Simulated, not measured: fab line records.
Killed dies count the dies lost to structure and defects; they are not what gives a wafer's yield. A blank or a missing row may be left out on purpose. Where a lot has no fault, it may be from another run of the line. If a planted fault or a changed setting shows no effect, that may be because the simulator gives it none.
What tool caused it? / flow sky130 / 13 lots, 38 wafers sampled, at 2 steps of a route of 708

== WHAT EACH GAUGE READ, for each wafer ==
SKY_VIA1_THK_MEAS_01. Usual: for VIA1_HDPCVD_THK the level is 1031 nm and the standard deviation is 16.
lot=L819; measured=day 33 18:11; on=film metro-02; VIA1_HDPCVD_THK (nm)=1012 1020 1035; flag=
lot=L818; measured=day 33 18:28; on=film metro-03; VIA1_HDPCVD_THK (nm)=1058 1058 1058; flag=
lot=L820; measured=day 33 19:58; on=film metro-04; VIA1_HDPCVD_THK (nm)=1018 1018 1051; flag=
lot=L821; measured=day 34 04:54; on=film metro-04; VIA1_HDPCVD_THK (nm)=1044 1040 1047; flag=
lot=L822; measured=day 34 14:43; on=film metro-04; VIA1_HDPCVD_THK (nm)=1013 1058 1045; flag=
lot=L825; measured=day 35 17:28; on=film metro-02; VIA1_HDPCVD_THK (nm)=1029 1018 1031; flag=
lot=L828; measured=day 36 08:14; on=film metro-03; VIA1_HDPCVD_THK (nm)=1040 1017 1016; flag=
lot=L832; measured=day 37 16:52; on=film metro-02; VIA1_HDPCVD_THK (nm)=1020 1009 1012; flag=
lot=L836; measured=day 39 13:01; on=film metro-04; VIA1_HDPCVD_THK (nm)=1002 1014 1008; flag=
lot=L837; measured=day 39 15:57; on=film metro-04; VIA1_HDPCVD_THK (nm)=1008 1013 1002; flag=
lot=L835; measured=day 39 19:08; on=film metro-03; VIA1_HDPCVD_THK (nm)=1061 1045; flag=
lot=L839; measured=day 39 19:52; on=film metro-04; VIA1_HDPCVD_THK (nm)=1042 1041 1036; flag=
lot=L840; measured=day 40 02:05; on=film metro-03; VIA1_HDPCVD_THK (nm)=1045 1057 1039; flag=

SKY_VIA1_CD_MEAS_12: the cd target is 150 nm. Usual: cd nm 150.0 nm, standard deviation 1.9.
lot=L819; measured=day 34 20:44; on=cd sem-01; cd nm (nm)=149.1 148.4 150.6; flag=
lot=L818; measured=day 34 21:01; on=cd sem-02; cd nm (nm)=149.4 147.5 149.6; flag=
lot=L820; measured=day 34 22:33; on=cd sem-01; cd nm (nm)=151.5 151.6 150.9; flag=
lot=L821; measured=day 35 06:53; on=cd sem-01; cd nm (nm)=149.7 149.2 150.5; flag=
lot=L822; measured=day 35 16:56; on=cd sem-02; cd nm (nm)=149.1 150.4 148.8; flag=
lot=L825; measured=day 36 20:13; on=cd sem-01; cd nm (nm)=149.6 150.9 149.7; flag=
lot=L828; measured=day 37 10:20; on=cd sem-01; cd nm (nm)=150.4 149.1 150.3; flag=
lot=L832; measured=day 38 18:25; on=cd sem-02; cd nm (nm)=151.3 148.0 149.7; flag=
lot=L836; measured=day 40 14:23; on=cd sem-02; cd nm (nm)=150.1 150.3 150.4; flag=
lot=L837; measured=day 40 16:44; on=cd sem-02; cd nm (nm)=150.3 150.5 149.0; flag=
lot=L835; measured=day 40 20:35; on=cd sem-01; cd nm (nm)=148.9 147.9; flag=
lot=L839; measured=day 40 21:11; on=cd sem-02; cd nm (nm)=147.6 147.0 147.2; flag=
lot=L840; measured=day 41 02:52; on=cd sem-01; cd nm (nm)=150.7 151.0 152.0; flag=

== EACH LOT AND THE TOOL THAT RAN IT (in order: tool; ch and the chambers of the sampled wafers; start) ==
Record: no process step prior to these readings.

== WHAT THE TOOLS THEMSELVES READ (means of the sampled wafers that have a number; where no wafer has one, the mark that the record gives instead) ==
The record holds no such reading with a usual standard deviation.

== THE ANSWER, worked out from the rows above alone ==
Rule: take the mean of a lot's wafers that have a number; if it is more than 3 standard deviations from the usual mean, the lot is off. A lot without any number at a reading at which 4 lots or more have one is off too. All remaining lots with rows at the step are treated as sound. The gauges are gone through in route order, then the tools' own readings, and for those a lot's mean is taken as printed above. At the first step where some lot is off, the reading lying furthest off is the one used; lots without a number count as furthest.
No lot is off at any reading shown: from this, nothing can be told.

== WHAT THE SIMULATOR HAD INSERTED ==
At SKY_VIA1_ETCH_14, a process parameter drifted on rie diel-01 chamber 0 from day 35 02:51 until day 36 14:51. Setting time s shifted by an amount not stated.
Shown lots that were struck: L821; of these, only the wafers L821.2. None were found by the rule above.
